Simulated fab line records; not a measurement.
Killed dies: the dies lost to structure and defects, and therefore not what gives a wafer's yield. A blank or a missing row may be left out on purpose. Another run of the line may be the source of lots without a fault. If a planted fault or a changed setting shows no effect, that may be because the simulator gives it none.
fab line records | flow sky130
[record] lots = 6 wafers = 18 lastDay = 49
route steps=708 shown POLY_GATE@219
lots with no fault: from the same line, run without faults
startH: hours from the record's opening day to when the first of the lot's shown wafers began | waitH: time in hours since the lot's previous step | " the same as in the row above | L1.1+2: a single row standing in for several wafers | - either no value or no given start | * or withheld: withheld | < > ~ a bound
route shown NAME@n: names a module that has steps shown in the file, with the first one's number in the route | usual: mean/standard deviation of fault-free wafers | same: alike in all rows | chamber/n: place in a boat | sites: each site's reading | _std_site: their standard deviation | _edge_site: mean of outer sites minus mean of inner sites | radiusMm: how far each site lies from the wafer's centre | mask NAME#n: copy n | behind: the most recent tool/chamber to have shaped the wafer | hold: cause of the lot's hold/its duration in hours/its outcome | device: which transistor (n, p or np) failed to switch | end of line: at the end of the route, the tests of the same wafers | a step without rows: its recipe alone | killed: the dies lost at the first sort to structure and to defects; this is not the yield of the wafer | map: a wafer's dies, x killed, . not, _ none there
set.NAME: the setting the step ran with; set.NAME@STEP: the setting that earlier step ran with | model.NAME: the simulator's own value behind a step, which no gauge read
lots seen at some steps along the route; tables by step, rows by wafer
services: when a tool's chamber went out of use (startH, in hours from the record's first day, below 0 if earlier), for how many hours, and the reason
[[steps]]
[step SKY_POLY_GATE_DEHYDRATE_05]
[recipe] tempC = 200 timeS = 60
[step SKY_POLY_GATE_HMDS_06]
[recipe] primeTimeS = 60 primeTempC = 120
[step SKY_POLY_GATE_COAT_07]
[recipe] resist = BARC tempC = withheld timeS = withheld spinRpm = 3000 resistThkNm = 110
[step SKY_POLY_GATE_COAT_08]
[recipe] resist = KrF-thick spinRpm = 3000 resistThkNm = 450
[step SKY_POLY_GATE_SOFTBAKE_09]
[recipe] tempC = 100 timeS = 90 resist = KrF-thick
[step SKY_POLY_GATE_EXPOSE_10]
[recipe] maskId = P1M na = 0.68 sourceShape = conventional sigmaOuter = 0.6 targetCdNm = 150 doseMj = 28
[step SKY_POLY_GATE_PEB_11]
[recipe] pebTempC = withheld pebTimeS = withheld resist = KrF-thick
[step SKY_POLY_GATE_DEVELOP_12]
[recipe] developTimeS = 60 resist = KrF-thick devTempC = 21
[step SKY_POLY_GATE_CD_MEAS_13]
[recipe] targetCdNm = 150
[usual] cdNm = 149.5/0.97
// columns lot.wafer tool chamber startH waitH cdNm
L212.2 cdSem-02 - 379.63 - 150.3
L212.5 " - " " 149.0
L212.6 " - " " 150.1
L218.1 cdSem-02 - 440.21 - 149.5
L218.3 " - " " 149.3
L218.5 " - " " 148.3
L222.1 cdSem-02 - 477.65 - 149.6
L222.3 " - " " 150.6
L222.6 " - " " 148.7
L224.3 cdSem-02 - 493.39 - 150.2
L224.5 " - " " 150.0
L224.6 " - " " 149.2
L231.1 cdSem-01 - 546.55 - 148.3
L231.2 " - " " 148.2
L231.4 " - " " 148.4
L232.1 cdSem-02 - 548.15 - 149.0
L232.3 " - " " 148.6
L232.5 " - " " 149.4
[step SKY_POLY_GATE_OVL_MEAS_14]
[usual] POLY_GATE_OVL = -2/6
// columns lot.wafer tool chamber startH waitH POLY_GATE_OVL[nm]
L212.2 overlay-02 - 379.73 0.1 0
L212.5 " - " " 1
L212.6 " - " " 9
L218.1 overlay-01 - 440.33 0.1 4
L218.3 " - " " 6
L218.5 " - " " 9
L222.1 overlay-02 - 477.77 0.1 -5
L222.3 " - " " -1
L222.6 " - " " -1
L224.3 overlay-01 - 493.48 0.1 3
L224.5 " - " " 6
L224.6 " - " " 3
L231.1 overlay-01 - 546.67 0.1 4
L231.2 " - " " -5
L231.4 " - " " -4
L232.1 overlay-02 - 548.27 0.1 -9
L232.3 " - " " -9
L232.5 " - " " -7
[step SKY_POLY_GATE_ETCH_15]
[recipe] chemistry = N2/H2 target = BARC ionEnergyEv = 200 sourceW = 500 biasW = 100 pressureMtorr = 30 n2FlowSccm = 100 h2FlowSccm = 200 stopOn = SiO2 timeS = 118.5 targetDepthA = 1100
[usual] drypumpMotorCurrentA = 5.6/0.51 oesProductAu = 0.717/0.0045 throttleValvePct = 13.213/0.0092
[same] timeS = 118.5
// columns lot.wafer tool chamber startH waitH drypumpMotorCurrentA oesProductAu rfHoursCounterH throttleValvePct
L212.2 rieDiel-04 1 379.76 0.0 4.7 0.722 54 13.206
L212.5 " 1 " " 4.8 0.717 - 13.214
L212.6 " 0 " " 6.3 0.718 - 13.221
L218.1 rieDiel-03 3 440.36 0.0 5.7 0.704 7 13.208
L218.3 " 0 " " 6.5 0.715 79 13.213
L218.5 " 2 " " 5.3 0.717 - 13.211
L222.1 rieDiel-01 0 477.81 0.0 5.3 0.709 0 13.213
L222.3 " 1 " " 5.8 0.718 5 13.217
L222.6 " 1 " " 5.8 0.709 - 13.208
L224.3 rieDiel-01 0 493.51 0.0 5.3 0.713 0 13.211
L224.5 " 3 " " 5.9 0.718 - 13.189
L224.6 " 0 " " 5.3 0.715 - 13.228
L231.1 rieDiel-03 0 546.71 0.0 6.5 0.709 81 13.215
L231.2 " 1 " " 5.6 0.721 8 13.200
L231.4 " 2 " " 5.2 0.720 3 13.215
L232.1 rieDiel-04 3 548.31 0.0 5.3 0.717 11 13.203
L232.3 " 0 " " 6.3 0.716 5 13.211
L232.5 " 2 " " 5.5 0.714 - 13.205
[step SKY_POLY_GATE_ETCH_16]
[recipe] stopOn = poly-Si chemistry = CH3F/O2 target = Si3N4 sourceW = 400 biasW = 80 pressureMtorr = 25 ch3fFlowSccm = 40 O2_flow_sccm = 30 timeS = 147.5 targetDepthA = 750
[usual] drypumpMotorCurrentA = 5.6/0.51 oesProductAu = 0.640/0.0049 throttleValvePct = 10.535/0.0097
[same] timeS = 147.5
// columns lot.wafer tool chamber startH waitH drypumpMotorCurrentA oesProductAu rfHoursCounterH throttleValvePct
L212.2 rieDiel-04 1 379.84 0.0 4.8 0.637 54 10.553
L212.5 " 1 " " 4.7 0.636 - 10.525
L212.6 " 0 " " 6.3 0.646 - 10.532
L218.1 rieDiel-03 3 440.44 0.0 5.8 0.644 7 10.533
L218.3 " 0 " " 6.5 0.639 79 10.539
L218.5 " 2 " " 5.3 0.639 - 10.543
L222.1 rieDiel-01 0 477.89 0.0 5.3 0.651 0 10.542
L222.3 " 1 " " 5.8 0.631 5 10.516
L222.6 " 1 " " 5.8 0.645 - 10.543
L224.3 rieDiel-01 0 493.59 0.0 5.2 0.640 1 10.538
L224.5 " 3 " " 6.0 0.635 - 10.523
L224.6 " 0 " " 5.2 0.643 - 10.526
L231.1 rieDiel-03 0 546.79 0.0 6.5 0.642 81 10.522
L231.2 " 1 " " 5.6 0.635 8 10.539
L231.4 " 2 " " 5.2 0.641 3 10.542
L232.1 rieDiel-04 3 548.39 0.0 5.2 0.647 11 10.534
L232.3 " 0 " " 6.3 0.636 5 10.530
L232.5 " 2 " " 5.5 0.637 - 10.539
[step SKY_POLY_GATE_ETCH_17]
[recipe] targetDepthNm = 180 stopOn = SiO2 overEtchFrac = 0.56667 chemistry = HBr/Cl2 target = poly-Si icpW = 400 biasW = 100 pressureMtorr = 10 HBr_flow_sccm = 150 Cl2_flow_sccm = 50 timeS = 70.5
[usual] HBr_flow_sccm = 149.9/0.47 drypumpMotorCurrentA = 5.6/0.69 oesProductAu = 0.990/0.0068 throttleValvePct = 33.684/0.0092
[same] timeS = 70.5
// columns lot.wafer tool chamber startH waitH HBr_flow_sccm drypumpMotorCurrentA oesProductAu rfHoursCounterH throttleValvePct model.POLY_GATE.featureDepthNm model.etch.depthNm model.KrF-thick_of_POLY_GATE_COAT_08.thkNm
L212.2 rieSi-02 1 379.94 0.0 150.2 5.7 0.979 0 33.696 176.8 176.8 143.2
L212.5 " 2 " " 149.8 5.1 0.981 - 33.688 177.4 177.4 140.9
L212.6 " 1 " " 149.6 5.7 0.977 - 33.687 177.3 177.3 138.1
L218.1 rieSi-01 3 440.54 0.0 149.4 5.3 0.971 0 33.684 177.1 177.1 139.8
L218.3 " 1 " " 150.0 6.8 0.987 5 33.682 179.5 179.5 140.6
L218.5 " 0 " " 149.7 5.4 0.991 - 33.682 180.2 180.2 139.7
L222.1 rieSi-01 2 477.99 0.0 149.5 4.9 0.994 53 33.700 179.1 179.1 143.7
L222.3 " 3 " " 149.5 5.3 0.736 1 33.674 114.1 114.1 175.7
L222.6 " 1 " " 149.9 6.7 0.746 - 33.684 116.6 116.6 175.1
L224.3 rieSi-01 2 493.69 0.0 149.8 5.0 0.747 53 33.695 116.6 116.6 174.3
L224.5 " 1 " " 149.6 6.7 1.006 - 33.683 182.1 182.1 138.4
L224.6 " 0 " " 149.9 5.4 0.741 - 33.680 118 118 172.9
L231.1 rieSi-02 2 546.89 0.0 150.7 5.1 0.983 14 33.679 179.3 179.3 139.4
L231.2 " 0 " " 149.9 4.7 0.993 1 33.678 178.8 178.8 136.4
L231.4 " 1 " " 150.7 5.7 0.991 1 33.689 178.8 178.8 144.8
L232.1 rieSi-01 3 548.49 0.0 149.8 5.3 0.991 1 33.687 178.7 178.7 147.3
L232.3 " 2 " " 150.9 4.9 0.995 0 33.686 180.4 180.4 141.9
L232.5 " 1 " " 150.4 6.7 0.999 - 33.684 180.5 180.5 142.8
[step SKY_POLY_GATE_STRIP_18]
[recipe] chemistry = O2/N2 powerW = 1400 pressureMtorr = 1500 platenTempC = withheld o2FlowSccm = 3000 n2FlowSccm = 300 overashFraction = 0.5
[usual] drypumpMotorCurrentA = 5.5/0.45 oesProductAu = 0.361/0.0045 stripTimeToEndpointS = 3.18/0.034
// columns lot.wafer tool chamber startH waitH drypumpMotorCurrentA oesProductAu rfHoursCounterH stripTimeToEndpointS
L212.2 plasmaAsher-02 1 380.00 0.0 5.6 0.360 57 3.21
L212.5 " 0 " " 4.9 0.353 - 3.16
L212.6 " 1 " " 5.6 0.362 - 3.14
L218.1 plasmaAsher-01 1 440.60 0.0 5.4 0.361 1 3.17
L218.3 " 1 " " 5.4 0.359 - 3.16
L218.5 " 1 " " 5.4 0.358 - 3.16
L222.1 plasmaAsher-01 1 478.04 0.0 5.5 0.359 5 3.21
L222.3 " 0 " " 5.2 0.377 - 3.54
L222.6 " 1 " " 5.4 0.377 - 3.54
L224.3 plasmaAsher-03 0 493.78 0.1 6.4 0.372 - 3.54
L224.5 " 1 " " 5.4 0.348 - 3.15
L224.6 " 0 " " 6.4 0.379 - 3.53
L231.1 plasmaAsher-02 0 546.94 0.0 4.9 0.361 73 3.17
L231.2 " 1 " " 5.6 0.359 73 3.12
L231.4 " 1 " " 5.6 0.356 - 3.22
L232.1 plasmaAsher-01 0 548.54 0.0 5.2 0.365 12 3.23
L232.3 " 1 " " 5.4 0.366 - 3.21
L232.5 " 1 " " 5.4 0.359 - 3.21
[step SKY_POLY_GATE_CLEAN_19]
[recipe] chemistry = SC1/SC2 mix = 1:4:20 tempC = 70 timeS = 150 dry = n2Spin
[[services]]
// columns tool chamber startH hours kind
plasmaAsher-01 - 362.56 11.4 repair
rieSi-01 3 368.08 - clean
rieSi-01 3 368.08 24.9 scheduledDown
rieSi-01 3 368.08 24.9 ventCycle
rieDiel-03 2 368.59 - clean
plasmaAsher-01 - 368.78 1.1 repair
rieSi-02 2 393.68 10.0 repair
rieDiel-03 0 400.67 23.0 repair
rieDiel-03 2 406.06 12.8 repair
rieSi-01 0 420.03 3.7 repair
plasmaAsher-01 - 421.25 9.0 pm
plasmaAsher-02 - 428.36 10.3 repair
rieDiel-01 0 437.99 1.4 repair
rieDiel-01 0 443.72 - clean
rieDiel-01 0 443.72 18.4 scheduledDown
rieDiel-01 0 443.72 18.4 ventCycle
rieDiel-04 - 447.92 2.0 repair
rieSi-02 - 468.57 2.8 pm
rieSi-02 - 485.24 4.3 pm
rieDiel-03 3 489.61 5.8 repair
rieSi-01 3 495.28 2.2 repair
rieDiel-01 1 507.57 6.6 repair
rieDiel-04 3 509.00 11.3 repair
rieSi-01 2 511.57 - clean
[[key]]
[firstSign] step = SKY_POLY_GATE_ETCH_17 reading = oesProductAu direction = down sigmas = 36 usual = 0.990 struck = 0.742
[effect] step = SKY_POLY_GATE_STRIP_18 reading = stripTimeToEndpointS direction = up sigmas = 10 usual = * struck = *
[modelEffect] step = SKY_POLY_GATE_ETCH_17 value = POLY_GATE.featureDepthNm without = 180.4 struck = 116.3
metAt SKY_POLY_GATE_ETCH_17
struckWafers L222.3,L222.6,L224.3,L224.6
laterRowsLeftOut L222.3,L222.6,L224.3,L224.6
sortLeftOut L222.3,L222.6,L224.3,L224.6
testerLeftOut L222,L224
onsetBetween 440.54 477.99
[fault] kind = processParameterDrift tool = rieSi-01 chamber = - onsetH = 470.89 steps = SKY_POLY_GATE_ETCH_17 channel = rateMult offset = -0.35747 shape = step endH = 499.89 scope = struckWafersOnly
// testerLeftOut: of these lots the tester's yield and bins aren't shown, on N5 and GAA mostly nor the transistor test; their killed dies are dies lost to structure and defects alone, not to doping, threshold or leakage, so they don't give the yield
// sortLeftOut: the simulated sort isn't trusted on such a fault, so these wafers' sort isn't shown, and their yield isn't known
// laterRowsLeftOut: the simulator's readings of these wafers behind a module that went badly wrong aren't trusted and aren't shown, but for the sort
